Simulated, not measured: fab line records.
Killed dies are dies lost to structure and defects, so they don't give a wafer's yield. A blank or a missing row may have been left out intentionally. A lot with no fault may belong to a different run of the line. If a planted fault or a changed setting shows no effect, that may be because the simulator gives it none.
Which tool was responsible?    flow sky130    30 wafers from 10 lots sampled at 4 of the route's 708 steps

== WHAT THE GAUGES READ, wafer by wafer ==
SKY_VIA3_BOW_MEAS_03. Usual: VIA3_BOW typically reads 80 um, with standard deviation 7.3.
lot   measured      on            VIA3_BOW (um)   flag
L179  day 38 22:53  filmMetro-04  75 75 88        
L180  day 39 02:17  filmMetro-01  83 83 81        
L181  day 39 10:53  filmMetro-04  83 81 90        
L186  day 40 21:47  filmMetro-01  78 62 70        
L187  day 41 01:28  filmMetro-01  81 82 81        
L189  day 41 15:47  filmMetro-04  84 90 85        
L192  day 42 21:53  filmMetro-04  80 73 89        
L193  day 43 01:31  filmMetro-04  83 82 88        
L194  day 43 12:38  filmMetro-01  76 80 77 - - -  
L196  day 44 01:33  filmMetro-02  92 80 66        

== WHICH TOOL RAN EACH LOT (tool, then ch and the chambers of the sampled wafers, then the start) ==
lot   SKY_METAL3_ETCH_17                 SKY_METAL3_METAL_ETCH_18          SKY_VIA3_CMP_02
L179  rieDiel-04 ch 1,2, day 38 21:29    rieMetal-02 ch 0,1, day 38 21:34  cmp-02 ch 0,3, day 38 22:32
L180  rieDiel-01 ch 0,1, day 39 00:52    rieMetal-03 ch 0,1, day 39 00:58  cmp-01 ch 2,3, day 39 01:56
L181  rieDiel-02 ch 0,1,3, day 39 09:34  rieMetal-04 ch 0,1, day 39 09:35  cmp-01 ch 0,1,3, day 39 10:35
L186  rieDiel-02 ch 1,3, day 40 20:25    rieMetal-03 ch 0,1, day 40 20:26  cmp-01 ch 1,2,3, day 40 21:35
L187  rieDiel-01 ch 2,3, day 40 23:59    rieMetal-03 ch 0,1, day 41 00:01  cmp-01 ch 1,2,3, day 41 01:12
L189  rieDiel-02 ch 2,3, day 41 14:28    rieMetal-04 ch 0,1, day 41 14:29  cmp-02 ch 1,2,3, day 41 15:32
L192  rieDiel-01 ch 0,2,3, day 42 20:34  rieMetal-04 ch 0,1, day 42 20:35  cmp-01 ch 0,1,2, day 42 21:35
L193  rieDiel-04 ch 1,3, day 43 00:10    rieMetal-03 ch 0,1, day 43 00:11  cmp-02 ch 1,2,3, day 43 01:12
L194  rieDiel-01 ch 0,1,3, day 43 11:04  rieMetal-03 ch 1, day 43 11:05    cmp-02 ch 0,1,3, day 43 12:26
L196  rieDiel-02 ch 0,2,3, day 44 00:01  rieMetal-04 ch 0,1, day 44 00:02  cmp-01 ch 0,1,2, day 44 01:11
- SKY_METAL3_ETCH_17: etches SiO2 in C4F8/O2/Ar, stops on TiN, time 3.9 s, target depth 15 nm.
- SKY_METAL3_METAL_ETCH_18: etches the open film in Cl2/BCl3, stops on SiO2, target depth 845 nm, time 183.1 s.
- SKY_VIA3_CMP_02: polishes SiO2.

== WHAT THE TOOLS THEMSELVES READ (means of the sampled wafers that have a number; where no wafer has one, the mark that the record gives instead) ==
SKY_METAL3_ETCH_17. Usual: oesProductAu 0.748 a.u., standard deviation 0.007.
lot   tool        oesProductAu (a.u.)  flag
L179  rieDiel-04  0.749                
L180  rieDiel-01  0.753                
L181  rieDiel-02  0.740                
L186  rieDiel-02  0.751                
L187  rieDiel-01  0.749                
L189  rieDiel-02  0.743                
L192  rieDiel-01  0.749                
L193  rieDiel-04  0.749                
L194  rieDiel-01  0.754                
L196  rieDiel-02  0.746                

SKY_METAL3_METAL_ETCH_18. Usual: drypumpMotorCurrentA 6.0 A, standard deviation 0.34; oesProductAu 0.866 a.u., standard deviation 0.0061; throttleValvePct 21.713 %, standard deviation 0.0089.
lot   tool         drypumpMotorCurrentA (A)  oesProductAu (a.u.)  throttleValvePct (%)  flag
L179  rieMetal-02  5.7                       0.869                21.714                
L180  rieMetal-03  6.0                       0.861                21.712                
L181  rieMetal-04  6.1                       0.864                21.712                
L186  rieMetal-03  5.7                       0.871                21.714                
L187  rieMetal-03  5.7                       0.876                21.710                
L189  rieMetal-04  6.2                       0.862                21.711                
L192  rieMetal-04  6.2                       0.867                21.718                
L193  rieMetal-03  5.8                       0.861                21.707                
L194  rieMetal-03  6.3                       0.859                21.721                
L196  rieMetal-04  6.1                       0.862                21.708                

SKY_VIA3_CMP_02. Usual: headPressurePsi 4.000 psi, standard deviation 0.0085; motorCurrentA 12.7 A, standard deviation 1.
lot   tool    headPressurePsi (psi)  motorCurrentA (A)  flag
L179  cmp-02  4.004                  11.3               
L180  cmp-01  4.000                  12.9               
L181  cmp-01  3.999                  12.9               
L186  cmp-01  3.988                  13.6               
L187  cmp-01  4.000                  13.2               
L189  cmp-02  4.002                  12.1               
L192  cmp-01  3.998                  13.3               
L193  cmp-02  4.003                  12.4               
L194  cmp-02  4.000                  11.6               
L196  cmp-01  3.995                  13.5               

== THE ANSWER, worked out from the rows above alone ==
Rule: take the mean of a lot's wafers that have a number; if it is more than 3 standard deviations from the usual mean, the lot is off. Also off: a lot with no number at a reading for which 4 or more lots have one. Any other lot the step has rows for is counted as sound. First the gauges in route order, then the tools' own readings, where a lot's mean is used as printed above. At the first step where some lot is off, the reading lying furthest off is the one used; lots without a number count as furthest.
No lot is off at any reading shown: from this, nothing can be told.

== WHAT WAS PUT IN BY THE SIMULATOR ==
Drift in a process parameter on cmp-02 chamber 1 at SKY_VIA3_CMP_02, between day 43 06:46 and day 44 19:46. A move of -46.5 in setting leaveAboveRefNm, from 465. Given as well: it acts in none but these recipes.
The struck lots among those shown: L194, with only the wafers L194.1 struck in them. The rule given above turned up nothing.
